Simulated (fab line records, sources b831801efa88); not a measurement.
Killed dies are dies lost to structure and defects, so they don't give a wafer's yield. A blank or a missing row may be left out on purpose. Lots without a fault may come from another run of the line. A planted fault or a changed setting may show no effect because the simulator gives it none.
Chamber matching | flow sky130 | SKY_METAL4_ETCH_17 on rie_diel-01: 4 sister chambers
The step etches SiO2 in C4F8/O2/Ar, stops on TiN, time 3.9 s, target depth 15 nm. 24 wafers are shown with their chamber, then 12 later ones without.

WAFERS WITH THEIR CHAMBER
wafer  | chamber | oes_product_au (a.u.)
L074.2 | 1       | 0.764
L074.3 | 3       | 0.763
L074.6 | 1       | 0.756
L075.1 | 3       | 0.755
L075.2 | 1       | 0.750
L075.3 | 0       | 0.747
L077.2 | 3       | 0.754
L077.3 | 1       | 0.751
L077.6 | 3       | 0.752
L078.3 | 3       | 0.762
L078.4 | 0       | 0.763
L078.5 | 1       | 0.755
L080.2 | 3       | 0.761
L080.4 | 1       | 0.763
L080.6 | 0       | 0.769
L084.4 | 3       | 0.763
L084.5 | 0       | 0.754
L084.6 | 1       | 0.753
L088.1 | 0       | 0.763
L088.2 | 3       | 0.753
L088.3 | 2       | 0.749
L088.4 | 1       | 0.770
L088.5 | 1       | 0.751
L088.6 | 0       | 0.769

SIGNATURES (means of the wafers above)
reading        | chamber 0 | chamber 1 | chamber 2 | chamber 3 | scatter within a chamber
oes_product_au | 0.76083   | 0.75700   | 0.74900   | 0.75787   | 0.00685
Rule: a wafer's distance from a chamber is the root of the sum, over the readings, of the square of ((its reading less the chamber's mean) divided by the reading's scatter). The wafer belongs to the nearest chamber; if the next one is less than 2 further off, it can't be placed. The scatter: the root of (the sum of the squares of (reading less its chamber's mean) over the shown wafers, divided by (wafers less chambers)).

WAFERS WITHOUT THEIR CHAMBER
wafer  | oes_product_au (a.u.)
L090.1 | 0.757
L090.5 | 0.764
L090.6 | 0.748
L095.3 | 0.746
L095.4 | 0.763
L095.5 | 0.754
L096.2 | 0.757
L096.3 | 0.746
L096.4 | 0.748
L097.3 | 0.752
L097.4 | 0.763
L097.5 | 0.746

WHICH CHAMBER EACH WENT THROUGH
wafer  | from the rows above               | in truth
L090.1 | can't be placed: 1 or 3 or 0 or 2 | 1
L090.5 | can't be placed: 0 or 3 or 1 or 2 | 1
L090.6 | can't be placed: 2 or 1 or 3 or 0 | 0
L095.3 | can't be placed: 2 or 1 or 3 or 0 | 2
L095.4 | can't be placed: 0 or 3 or 1 or 2 | 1
L095.5 | can't be placed: 1 or 3 or 2 or 0 | 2
L096.2 | can't be placed: 1 or 3 or 0 or 2 | 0
L096.3 | can't be placed: 2 or 1 or 3 or 0 | 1
L096.4 | can't be placed: 2 or 1 or 3 or 0 | 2
L097.3 | can't be placed: 2 or 1 or 3 or 0 | 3
L097.4 | can't be placed: 0 or 3 or 1 or 2 | 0
L097.5 | can't be placed: 2 or 1 or 3 or 0 | 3
Placed correctly: 0 of 12. Can't be placed from these rows: 12 (the true chamber is among the candidates in 12). Placed wrongly: 0.
